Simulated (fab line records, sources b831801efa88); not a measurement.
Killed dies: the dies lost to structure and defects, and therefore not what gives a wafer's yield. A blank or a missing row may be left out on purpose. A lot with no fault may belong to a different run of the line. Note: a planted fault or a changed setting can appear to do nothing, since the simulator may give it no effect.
Chamber matching	flow sky130	SKY_CONTACT_HDPCVD_02 on hdpcvd-01: 3 sister chambers
The step deposits SiO2, target thk 565 nm, time 94.2 s. 3 wafers are shown with their chamber, then 9 later ones without.

## EACH WAFER AND ITS CHAMBER
wafer	chamber	sih4-flow-sccm (sccm)
L334.6	0	60.07
L337.3	2	60.23
L337.6	1	59.84

## WAFERS MISSING THEIR CHAMBER
wafer	sih4-flow-sccm (sccm)
L339.1	59.93
L339.4	60.22
L339.6	59.78
L347.1	60.07
L347.5	59.61
L347.6	60.23
L349.1	60.02
L349.4	59.66
L349.6	60.01

## WHICH CHAMBER EACH ONE RAN IN
wafer	from the rows above	in truth
L339.1	can't be placed: 1 or 0 or 2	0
L339.4	can't be placed: 2 or 0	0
L339.6	1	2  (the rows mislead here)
L347.1	can't be placed: 0 or 2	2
L347.5	1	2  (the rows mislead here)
L347.6	can't be placed: 2 or 0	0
L349.1	can't be placed: 0 or 1 or 2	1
L349.4	1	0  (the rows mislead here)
L349.6	can't be placed: 0 or 1 or 2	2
Correct placement for 0 of the 9. Not placeable from these rows: 6 (in 6, the candidates include the true chamber). Number placed wrongly: 3.
How it was worked out, from the rows above alone: a wafer's distance from a chamber is the root of the sum, over the readings, of the square of ((its reading less the chamber's mean) divided by the reading's scatter). If the next closest chamber is less than 2 further off than the closest, the wafer can't be placed; otherwise it belongs to the closest. A chamber's mean is the mean of its shown wafers. The scatter: with one shown wafer a chamber, the root of the mean of the squares of how far each hidden wafer lies from its nearest shown one.
